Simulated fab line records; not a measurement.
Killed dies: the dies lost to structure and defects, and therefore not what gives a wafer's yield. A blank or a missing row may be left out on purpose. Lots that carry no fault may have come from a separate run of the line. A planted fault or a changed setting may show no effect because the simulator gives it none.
8D (eight disciplines) problem report, filled in by code -- flow gf180mcu -- the parts of the form that need people (team, actions taken, sign-off) are left out

## 1. THE ISSUE
At GF_HV_LDD_ETCHBACK_58, bias_w averages 70.20 W over 2 wafers from 2 lots, while fault-free wafers read 79.97 W, standard deviation 0.23. That is -42 standard deviations from the usual mean.
The step: etches Si3N4 in CH3F/O2, stops on SiO2, time 100 s, target depth 90 nm.
First observed at day 18 00:54: wafer L669.3, on rie_diel-02. Wafers with a number at this step in the record: 39, from 13 lots. The rule behind "out" and "out of limits": a value lying over 4 standard deviations away from the usual mean. Any other wafer with a number is counted as sound.

## 2. WHAT IT IS AND WHAT IT IS NOT
question,is,is not
which readings at this step,bias_w,"O2_flow_sccm, drypump_motor_current_A, oes_product_au, throttle_valve_pct"
which lots,"L669, L671","L656, L657, L659, L660, L661, L662, L663, L674, L675, L677, L678"
which wafers of those lots,"L669.3, L671.4","L669.2, L669.6, L671.2, L671.3"
read on which tools,rie_diel-02,"rie_diel-01, rie_diel-03"
when,from day 18 00:54,"up to then (23 sound wafers); but 14 sound wafers of L671, L674, L675, L677, L678 came after"

## 3. THE SUSPECTS, EACH WITH WHAT RULES IT OUT
Counting: any tool at a process step up to the reading remains a suspect provided it ran every lot that is out. Sound lots after the first of them don't rule it out here, since some wafers of a struck lot are sound.
- plasma_asher-03 at GF_HV_LDD_STRIP_37 (strips in O2/N2): kept. Ran every lot that is out, first one L669 (day 16 21:33); last sound lot up to then L662 (day 14 01:20).
- rie_diel-02 at GF_HV_LDD_ETCHBACK_58 (etches Si3N4 in CH3F/O2, stops on SiO2, time 100 s, target depth 90 nm): kept. Ran every lot that is out, first one L669 (day 18 00:54); last sound lot up to then L660 (day 14 02:56). Its own bias_w readings are out on those wafers.
- In rie_diel-02 at GF_HV_LDD_ETCHBACK_58, the wafers that are out were processed in chamber 0 and their sound lot-mates in chambers 1, 2, 3.
After counting, plasma_asher-03 at GF_HV_LDD_STRIP_37 and rie_diel-02 at GF_HV_LDD_ETCHBACK_58 remain.

## 4. THE CAUSE (what the simulator had put in)
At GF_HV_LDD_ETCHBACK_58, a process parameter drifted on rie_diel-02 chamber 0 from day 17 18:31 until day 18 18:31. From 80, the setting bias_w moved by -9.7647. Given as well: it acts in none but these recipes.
Counting leaves 2 suspects; this tool is one of them.

## 5. SEQUENCE OF EFFECTS, ordered by route
Each row: a reading where the mean over the struck wafers with a number is more than 3 standard deviations away from the usual. Scope: only readings with a usual standard deviation given in the record; hours: median across lots of the time from each lot's start at the first step in this table that gives one to its start at this step; sigmas: change in usual standard deviations.
hours,step,reading,usual,on struck wafers,change,sigmas
0,GF_HV_LDD_ETCHBACK_58,bias_w,79.97 W,70.20,-9.77,-42
The process steps in it:
- GF_HV_LDD_ETCHBACK_58: etches Si3N4 in CH3F/O2, stops on SiO2, time 100 s, target depth 90 nm.
Later steps that measure or inspect, where all struck wafers having a row at the step show a number for every such reading and not one has moved that far: GF_NSD_OVL_MEAS_08.

## 6. WHAT WOULD HAVE CAUGHT IT SOONER
First out-of-limits reading in this record: day 18 00:54, which is 6 hours after fault onset at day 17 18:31.
